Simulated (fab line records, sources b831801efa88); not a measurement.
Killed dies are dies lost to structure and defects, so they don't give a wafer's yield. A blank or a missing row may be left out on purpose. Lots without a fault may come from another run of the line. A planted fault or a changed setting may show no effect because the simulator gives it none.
Tool commonality check | flow sky130 | 11 lots, 33 wafers sampled

WHY IT WAS OPENED
At SKY_POLY_GATE_THK_MEAS_21 the reading POLY_GATE_OXIDATION_THK is flagged on 3 of 11 lots. Wafers without a fault read 3.97 nm, standard deviation 0.077.
Rule: a lot is flagged when every wafer of it that has a number lies more than 4 standard deviations from that mean, or none has a number. The other lots count as sound.

lot  | measured     | on            | POLY_GATE_OXIDATION_THK (nm), wafer by wafer | flag
L268 | day 17 10:20 | film_metro-02 | 4.06 4.00 4.06                               |
L270 | day 17 22:05 | film_metro-04 | 4.04 4.06 3.95                               |
L271 | day 18 20:00 | film_metro-04 | 4.02 4.04 4.02                               |
L272 | day 19 04:01 | film_metro-03 | 3.89 3.84 3.87                               |
L274 | day 19 16:28 | film_metro-03 | 4.04 4.02 3.89                               |
L281 | day 22 09:21 | film_metro-04 | 4.66 4.63 4.58                               | FLAGGED
L282 | day 22 11:56 | film_metro-04 | 4.52 4.51 4.53                               | FLAGGED
L283 | day 23 14:52 | film_metro-02 | 4.60 4.54 4.67                               | FLAGGED
L284 | day 23 17:35 | film_metro-02 | 4.02 4.05 4.08                               |
L286 | day 24 01:17 | film_metro-04 | 3.93 3.96 4.02                               |
L288 | day 24 18:20 | film_metro-04 | 3.97 3.87 3.80                               |
The numbers of the flagged lots are 4.58 nm on average: +0.61 nm against the usual, or +8 standard deviations.

WHICH TOOL RAN EACH LOT
The record holds 3 process steps before the reading, out of a route of 708 steps. In each cell: the tool, then ch and the chambers that the sampled wafers went through, then the start.
lot  | flag    | SKY_NWELL_STRIP_14                   | SKY_POLY_GATE_STRIP_18               | SKY_POLY_GATE_OXIDATION_20
L268 |         | plasma_asher-04 ch 0, day 5 04:49    | plasma_asher-03 ch 0,1, day 17 06:52 | furnace-01 ch 0, day 17 09:05
L270 |         | plasma_asher-02 ch 0,1, day 5 17:37  | plasma_asher-02 ch 0,1, day 17 20:16 | furnace-02 ch 0, day 17 20:50
L271 |         | plasma_asher-04 ch 0,1, day 6 01:17  | plasma_asher-03 ch 0,1, day 18 15:50 | furnace-01 ch 0, day 18 18:45
L272 |         | plasma_asher-04 ch 0,1, day 6 08:56  | plasma_asher-02 ch 0,1, day 19 02:37 | furnace-01 ch 0, day 19 02:46
L274 |         | plasma_asher-04 ch 0,1, day 6 15:49  | plasma_asher-02 ch 0,1, day 19 15:04 | furnace-02 ch 0, day 19 15:13
L281 | FLAGGED | plasma_asher-03 ch 0,1, day 8 13:10  | plasma_asher-02 ch 0,1, day 22 07:57 | furnace-01 ch 0, day 22 08:06
L282 | FLAGGED | plasma_asher-04 ch 0,1, day 8 14:33  | plasma_asher-01 ch 0,1, day 22 10:33 | furnace-01 ch 0, day 22 10:40
L283 | FLAGGED | plasma_asher-03 ch 0,1, day 9 10:43  | plasma_asher-02 ch 0,1, day 23 13:28 | furnace-01 ch 0, day 23 13:37
L284 |         | plasma_asher-02 ch 0,1, day 9 11:04  | plasma_asher-01 ch 0,1, day 23 15:29 | furnace-02 ch 0, day 23 16:20
L286 |         | plasma_asher-03 ch 0,1, day 9 20:02  | plasma_asher-01 ch 0,1, day 23 23:52 | furnace-02 ch 0, day 24 00:01
L288 |         | plasma_asher-04 ch 0,1, day 10 02:50 | plasma_asher-03 ch 1, day 24 14:56   | furnace-02 ch 0, day 24 17:04
What these steps do:
- SKY_NWELL_STRIP_14: strips in O2/N2.
- SKY_POLY_GATE_STRIP_18: strips in O2/N2.
- SKY_POLY_GATE_OXIDATION_20: stabilise 600 s, purge 300 s, target thk 4 nm.
- SKY_POLY_GATE_THK_MEAS_21

FLAGGED OVER TOTAL, TOOL BY TOOL (the gauges that took the reading come last)
step                       | tool            | lots run | flagged | share of the flagged lots | sound lots run after its first flagged lot
SKY_NWELL_STRIP_14         | plasma_asher-02 | 2        | 0       | none                      | -
SKY_NWELL_STRIP_14         | plasma_asher-03 | 3        | 2       | some                      | 1 (L286)
SKY_NWELL_STRIP_14         | plasma_asher-04 | 6        | 1       | some                      | 1 (L288)
SKY_POLY_GATE_STRIP_18     | plasma_asher-01 | 3        | 1       | some                      | 2 (L284,L286)
SKY_POLY_GATE_STRIP_18     | plasma_asher-02 | 5        | 2       | some                      | 0
SKY_POLY_GATE_STRIP_18     | plasma_asher-03 | 3        | 0       | none                      | -
SKY_POLY_GATE_OXIDATION_20 | furnace-01      | 6        | 3       | all                       | 0
SKY_POLY_GATE_OXIDATION_20 | furnace-02      | 5        | 0       | none                      | -
SKY_POLY_GATE_THK_MEAS_21  | film_metro-02   | 3        | 1       | some                      | 1 (L284)
SKY_POLY_GATE_THK_MEAS_21  | film_metro-03   | 2        | 0       | none                      | -
SKY_POLY_GATE_THK_MEAS_21  | film_metro-04   | 6        | 2       | some                      | 2 (L286,L288)

WHAT THE TABLE ALLOWS
1 row of the table ran every flagged lot: furnace-01 at SKY_POLY_GATE_OXIDATION_20.
- furnace-01 at SKY_POLY_GATE_OXIDATION_20: 3 of its 6 lots flagged. Its last sound lot is L272 (day 19 02:46), its first flagged lot L281 (day 22 08:06): a fault that began between those two fits. Its own readings lie more than 4 standard deviations out on every wafer of the flagged lots: spike_tc_centre_C, spike_tc_lower_C, spike_tc_top_C, spike_tc_upper_C, tube_center_temp_C, tube_center_temp_C_max.
One tool is left: furnace-01 at SKY_POLY_GATE_OXIDATION_20.

WHAT THE SIMULATOR HAD PUT IN
Process parameter drift: furnace-01, from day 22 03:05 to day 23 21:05, at SKY_POLY_GATE_OXIDATION_20. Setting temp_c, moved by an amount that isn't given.
Lots struck among those shown: L281, L282, L283. The rule above found the same.
